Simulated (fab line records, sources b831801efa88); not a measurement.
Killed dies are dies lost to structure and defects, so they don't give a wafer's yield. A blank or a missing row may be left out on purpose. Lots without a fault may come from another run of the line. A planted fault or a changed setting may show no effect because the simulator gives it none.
Problem report in the 8D (eight disciplines) form, filled by code | flow sky130 | the parts of the form that need people (team, actions taken, sign-off) are left out

1. THE PROBLEM
SONOS_ONO_OXIDATION_THK at SKY_SONOS_ONO_THK_MEAS_01 reads a mean of 2.95 nm on 6 wafers of 2 lots; wafers without a fault read 2.59 nm with a standard deviation of 0.061. That is +5.9 standard deviations from the usual mean.
First seen on wafer L209.2, day 13 14:07, on film_metro-04. The record holds 36 wafers of 12 lots with a number at this step. Rule for "out", or "out of limits": more than 4 standard deviations from the usual mean. The other wafers with a number count as sound.

2. WHAT IT IS AND WHAT IT IS NOT
question                    | is                           | is not
which readings at this step | SONOS_ONO_OXIDATION_THK      | -
which lots                  | L209, L210                   | L204, L208, L211, L219, L220, L221, L222, L224, L225, L226
which wafers of those lots  | all that have a number       | -
read on which gauges        | film_metro-02, film_metro-04 | film_metro-03
when                        | from day 13 14:07            | up to then (6 sound wafers); but 24 sound wafers of L211, L219, L220, L221, L222, L224, L225, L226 came after

3. SUSPECTS, AND WHAT RULES EACH OUT
Counting: a tool at a process step up to the reading stays a suspect if it ran every lot that is out and no sound lot after the first of them.
- the gauge at SKY_SONOS_ONO_THK_MEAS_01: ruled out. The wafers that are out were read on 2 gauges (film_metro-02, film_metro-04).
- furnace-02 at SKY_SONOS_ONO_OXIDATION_00 (stabilise 600 s, purge 300 s, target thk 2.6 nm): ruled out as a lasting fault. Sound lots L224, L225 ran on it after its first lot that is out, L209 (day 13 12:46).
Left after counting: nothing in the record.

4. THE CAUSE (what the simulator had put in)
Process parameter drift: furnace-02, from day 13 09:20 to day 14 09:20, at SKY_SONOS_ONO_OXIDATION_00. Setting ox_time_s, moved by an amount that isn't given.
Counting ruled it out, wrongly: the rule takes a fault to strike every lot that its tool runs from its start on, and this one did not.

5. THE CHAIN OF EFFECTS, in route order
Each row: a reading whose mean over the struck wafers that have a number lies more than 3 standard deviations from the usual. Only readings for which the record gives a usual standard deviation are gone through. hours: the time from each lot's start at the first step in this table that gives one to its start at this step, as a median over the lots. sigmas: the change in usual standard deviations.
hours | step                      | reading                 | usual   | on struck wafers | change | sigmas
0     | SKY_SONOS_ONO_THK_MEAS_01 | SONOS_ONO_OXIDATION_THK | 2.59 nm | 2.95             | +0.36  | +5.9
Later measuring or inspecting steps at which every struck wafer that the step has a row for has a number for every such reading, and none has moved that far: SKY_RES_XHIGH_TW_MEAS_09.

6. WHAT WOULD HAVE CAUGHT IT SOONER
In this record the first reading out of limits at a measuring or inspecting step was taken at day 13 14:07, 5 hours after the fault began at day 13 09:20.
Of the tool readings at SKY_SONOS_ONO_OXIDATION_00 for which the record gives a usual standard deviation, none was out on any struck wafer, so an alarm limit of 4 standard deviations on them would not have fired.
